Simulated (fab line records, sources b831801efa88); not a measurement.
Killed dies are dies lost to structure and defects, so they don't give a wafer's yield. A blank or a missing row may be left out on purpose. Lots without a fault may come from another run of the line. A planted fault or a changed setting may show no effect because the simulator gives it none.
fab line records | flow sky130
record lots=14 wafers=42 last_day=50
route steps=708 shown NWELL@82 VT_ADJUST_HVTR@139 VT_ADJUST_PCH@150 SONOS_TUNNEL@160 PAD_OPEN@708
lots that met no fault: from a run of the same line without faults
start_h: hours from the record's first day to the start of the lot's first wafer shown | wait_h: hours since the lot's step before | " the same as in the row above | L1.1+2: a row that stands for several wafers | - no value, or no start given | * or withheld: withheld | < > ~ a bound
route shown NAME@n: a module of which the file shows steps, and the number in the route of the first | usual: mean/standard deviation of fault-free wafers | same: alike in all rows | chamber/n: place in a boat | sites: the reading at each site | _std_site: their standard deviation | _edge_site: outer sites' mean less inner sites' | radius_mm: how far each site lies from the wafer's centre | mask NAME#n: copy n | behind: the tool/chamber that last shaped the wafer | hold: why the lot was held/for how many hours/how that ended | device: the transistor (n, p or np) that didn't switch | end of line: the same wafers' tests at the end of the route | a step without rows: its recipe alone | killed: dies lost to structure and defects at the first sort, not the wafer's yield | map: a wafer's dies, x killed, . not, _ none there
set.NAME: the setting as run; set.NAME@STEP: as run at that earlier step | model.NAME: the simulator's own value behind a step, which no gauge read
steps of the route over a sample of lots; a table a step, a row a wafer
## steps
# step SKY_NWELL_RS_MEAS_29
# recipe thk_meas_gauge=four-point-probe
# usual NWELL_RS=625.7/1.6
# columns lot.wafer tool chamber start_h wait_h NWELL_RS[ohm/sq]
L820.3 film_metro-03 - 112.26 0.1 625.1
L820.5 " - " " 623.2
L820.6 " - " " 625.6
L822.1 film_metro-03 - 130.12 0.1 623.9
L822.4 " - " " 624.6
L822.6 " - " " 624.0
L823.2 film_metro-02 - 134.86 0.1 627.9
L823.4 " - " " 626.6
L823.6 " - " " 626.0
L824.3 film_metro-02 - 141.76 0.1 629.2
L824.4 " - " " 628.8
L824.5 " - " " 628.6
L825.1 film_metro-02 - 147.12 0.1 625.5
L825.2 " - " " 624.2
L825.3 " - " " 625.3
L826.1 film_metro-02 - 153.13 0.1 625.2
L826.3 " - " " 625.5
L826.5 " - " " 626.8
L827.4 film_metro-02 - 157.24 0.1 623.3
L827.5 " - " " 623.3
L827.6 " - " " 624.2
L828.2 film_metro-02 - 165.04 0.2 627.0
L828.5 " - " " 626.9
L828.6 " - " " 627.5
L831.2 film_metro-01 - 182.35 0.1 625.6
L831.3 " - " " 626.0
L831.5 " - " " 624.4
L832.3 film_metro-03 - 187.46 0.1 624.7
L832.5 " - " " 625.1
L832.6 " - " " 623.1
L834.2 film_metro-01 - 198.75 0.1 626.4
L834.3 " - " " 628.0
L834.5 " - " " 628.7
L838.1 film_metro-02 - 225.77 0.1 626.2
L838.3 " - " " 626.8
L838.5 " - " " 627.3
L839.3 film_metro-03 - 231.37 0.1 622.5
L839.4 " - " " 621.7
L839.5 " - " " 624.7
L840.2 film_metro-01 - 236.75 0.1 624.8
L840.3 " - " " 625.3
L840.4 " - " " 624.8
# step SKY_VT_ADJUST_HVTR_OVL_MEAS_08
# usual VT_ADJUST_HVTR_OVL=0.7/1.7
# columns lot.wafer tool chamber start_h wait_h VT_ADJUST_HVTR_OVL[nm]
L820.3 overlay-02 - 214.55 0.1 2.2
L820.5 " - " " 1.3
L820.6 " - " " 2.8
L822.1 overlay-02 - 235.29 0.1 1.2
L822.4 " - " " 0.9
L822.6 " - " " 1.4
L823.2 overlay-02 - 240.90 0.1 -0.5
L823.4 " - " " -1.0
L823.6 " - " " -0.1
L824.3 overlay-01 - 248.41 0.1 0.7
L824.4 " - " " 1.5
L824.5 " - " " 1.4
L825.1 overlay-02 - 256.59 0.1 -1.4
L825.2 " - " " -1.9
L825.3 " - " " -2.6
L826.1 overlay-01 - 264.09 0.1 0.8
L826.3 " - " " -0.4
L826.5 " - " " 0.3
L827.4 overlay-02 - 268.72 0.1 -0.1
L827.5 " - " " 1.2
L827.6 " - " " 1.6
L828.2 overlay-02 - 277.85 0.1 -1.2
L828.5 " - " " -0.9
L828.6 " - " " -1.2
L831.2 overlay-02 - 298.40 0.1 -2.2
L831.3 " - " " -1.3
L831.5 " - " " -3.2
L832.3 overlay-02 - 303.67 0.1 -1.5
L832.5 " - " " -2.5
L832.6 " - " " -0.2
L834.2 overlay-02 - 318.30 0.1 1.9
L834.3 " - " " -0.4
L834.5 " - " " 1.2
L838.1 overlay-02 - 351.77 0.1 -1.6
L838.3 " - " " -0.1
L838.5 " - " " 0.5
L839.3 overlay-01 - 354.65 0.1 2.0
L839.4 " - " " 0.6
L839.5 " - " " 2.1
L840.2 overlay-02 - 363.66 0.1 0.4
L840.3 " - " " 0.5
L840.4 " - " " 0.6
# step SKY_VT_ADJUST_PCH_OVL_MEAS_07
# usual VT_ADJUST_PCH_OVL=-0.3/1.5
# columns lot.wafer tool chamber start_h wait_h VT_ADJUST_PCH_OVL[nm]
L820.3 overlay-01 - 236.98 - -0.4
L820.5 " - " " -0.9
L820.6 " - " " -2.5
L822.1 overlay-01 - 258.98 - 1.9
L822.4 " - " " 2.3
L822.6 " - " " 2.0
L823.2 overlay-02 - 263.97 - 0.9
L823.4 " - " " 0.6
L823.6 " - " " 0.1
L824.3 overlay-01 - 273.08 - -1.4
L824.4 " - " " -0.5
L824.5 " - " " -1.6
L825.1 overlay-01 - 280.33 - -1.8
L825.2 " - " " -1.7
L825.3 " - " " -1.9
L826.1 overlay-02 - 288.48 - -1.9
L826.3 " - " " -0.3
L826.5 " - " " -1.4
L827.4 overlay-01 - 292.89 - 1.1
L827.5 " - " " -0.9
L827.6 " - " " 1.5
L828.2 overlay-01 - 302.52 - 0.1
L828.5 " - " " 0.1
L828.6 " - " " 0.8
L831.2 overlay-01 - 323.58 - -1.2
L831.3 " - " " -1.5
L831.5 " - " " -3.1
L832.3 overlay-01 - 329.88 - -1.0
L832.5 " - " " -0.8
L832.6 " - " " 1.5
L834.2 overlay-02 - 344.93 - -4.3
L834.3 " - " " -2.5
L834.5 " - " " -3.4
L838.1 overlay-02 - 380.18 - -3.0
L838.3 " - " " -1.1
L838.5 " - " " 0.1
L839.3 overlay-01 - 382.09 - 0.9
L839.4 " - " " 0.8
L839.5 " - " " 1.1
L840.2 overlay-01 - 391.97 - 1.3
L840.3 " - " " 3.9
L840.4 " - " " 3.3
# step SKY_SONOS_TUNNEL_DEVELOP_06
# recipe resist=NOVOLAK developer=TMAH develop_time_s=60 dev_temp_c=23
# columns lot.wafer tool chamber start_h wait_h
L820.3+5+6 litho_track-02 0 260.38 0.1
L822.1+4+6 litho_track-02 0 283.08 0.1
L823.2+4+6 litho_track-02 0 288.51 0.1
L824.3+4+5 litho_track-01 0 298.12 0.1
L825.1+2+3 litho_track-01 0 304.57 0.1
L826.1+3+5 litho_track-01 0 313.02 0.1
L827.4+5+6 litho_track-01 0 317.79 0.1
L828.2+5+6 litho_track-02 0 328.51 0.1
L831.2+3+5 litho_track-03 0 349.35 0.1
L832.3+5+6 litho_track-02 0 355.88 0.1
L834.2+3+5 litho_track-02 0 372.51 0.1
L838.1+3+5 litho_track-01 0 409.67 0.1
L839.3+4+5 litho_track-01 0 412.02 0.1
L840.2+3+4 litho_track-03 0 421.90 0.1
# step SKY_SONOS_TUNNEL_CD_MEAS_07
# recipe target_cd_nm=410
# usual cd_nm=409.6/2.5
# columns lot.wafer tool chamber start_h wait_h cd_nm
L820.3 cd_sem-01 - 260.58 0.2 409.4
L820.5 " - " " 407.6
L820.6 " - " " 406.4
L822.1 cd_sem-02 - 283.23 0.1 408.6
L822.4 " - " " 405.1
L822.6 " - " " 406.6
L823.2 cd_sem-02 - 288.65 0.1 412.0
L823.4 " - " " 411.6
L823.6 " - " " 408.1
L824.3 cd_sem-02 - 298.26 0.1 413.0
L824.4 " - " " 413.7
L824.5 " - " " 415.5
L825.1 cd_sem-02 - 304.72 0.1 409.6
L825.2 " - " " 412.2
L825.3 " - " " 409.6
L826.1 cd_sem-02 - 313.17 0.1 411.0
L826.3 " - " " 412.0
L826.5 " - " " 412.2
L827.4 cd_sem-01 - 317.93 0.1 406.5
L827.5 " - " " 407.4
L827.6 " - " " 406.8
L828.2 cd_sem-02 - 328.65 0.1 408.2
L828.5 " - " " 406.4
L828.6 " - " " 406.9
L831.2 cd_sem-02 - 349.49 0.1 408.4
L831.3 " - " " 407.8
L831.5 " - " " 408.5
L832.3 cd_sem-02 - 356.02 0.1 413.2
L832.5 " - " " 412.9
L832.6 " - " " 413.9
L834.2 cd_sem-01 - 372.65 0.1 411.1
L834.3 " - " " 409.5
L834.5 " - " " 409.3
L838.1 cd_sem-01 - 409.82 0.1 400.1
L838.3 " - " " 399.6
L838.5 " - " " 401.4
L839.3 cd_sem-02 - 412.16 0.1 400.5
L839.4 " - " " 402.8
L839.5 " - " " 400.1
L840.2 cd_sem-01 - 422.04 0.1 410.2
L840.3 " - " " 409.8
L840.4 " - " " 407.6
# step SKY_PAD_OPEN_PROBE_99
# usual killed_at_M0_to_M3=44/7 killed_at_M4_up=3.0/1.8 killed_at_contacts=24/4.9 killed_at_front_end=15/5 killed_at_other=0.2/0.53 killed_dies=87/8.7 killed_open=48/6.8 killed_short=39/5.7
# same gross_dies=492 killed_at_back_side=0
# columns lot.wafer tool chamber start_h wait_h killed_at_M0_to_M3 killed_at_M4_up killed_at_contacts killed_at_front_end killed_at_other killed_dies killed_open killed_short
L831.2 prober-02 - 1150.62 0.1 51 6 19 16 0 92 48 44
L831.3 prober-02 - 1150.67 0.2 42 4 23 16 2 87 47 40
L831.5 prober-02 - 1150.77 0.2 48 0 24 10 1 83 41 42
# killed by level:class
L831.2 VIA1:geometric_particle:open=11 METAL1:geometric_particle:short=7 METAL2:geometric_particle:short=7 VIA3:geometric_particle:open=7 FIELD_ISO:geometric_particle:short=6 LI_CONTACT:geometric_particle:open=6 CONTACT:geometric_particle:open=6 FIELD_ISO:geometric_particle:open=5
L831.3 VIA1:geometric_particle:open=13 LI_CONTACT:geometric_particle:open=6 CONTACT:geometric_particle:open=6 CONTACT:geometric_particle:short=5 METAL1:geometric_particle:short=5 VIA2:geometric_particle:short=5 POLY_GATE:geometric_particle:open=4 VIA1:geometric_particle:short=4
L831.5 VIA3:geometric_particle:open=10 LI_CONTACT:geometric_particle:open=8 VIA1:geometric_particle:open=8 CONTACT:geometric_particle:short=6 VIA1:geometric_particle:short=6 LOCAL_INTERCONNECT:geometric_particle:short=5 METAL3:geometric_particle:short=5 CONTACT:geometric_particle:open=4
## key
first_sign step=SKY_SONOS_TUNNEL_CD_MEAS_07 reading=cd_nm direction=down sigmas=3.5 usual=409.6 struck=400.8
effect none on later readings
met_at SKY_SONOS_TUNNEL_DEVELOP_06
struck_lots L838,L839
tester_left_out L838,L839
not_acting_at SKY_NWELL_RS_MEAS_29,SKY_VT_ADJUST_HVTR_OVL_MEAS_08,SKY_VT_ADJUST_PCH_OVL_MEAS_07
onset_between 317.79 409.67
fault kind=process_parameter_drift tool=litho_track-01 chamber=- onset_h=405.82 steps=SKY_SONOS_TUNNEL_DEVELOP_06 channel=develop_time_s offset=* shape=step end_h=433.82 acts_in=* stated=*
# tester_left_out: of these lots the tester's yield and bins aren't shown, on N5 and GAA mostly nor the transistor test; their killed dies are dies lost to structure and defects alone, not to doping, threshold or leakage, so they don't give the yield
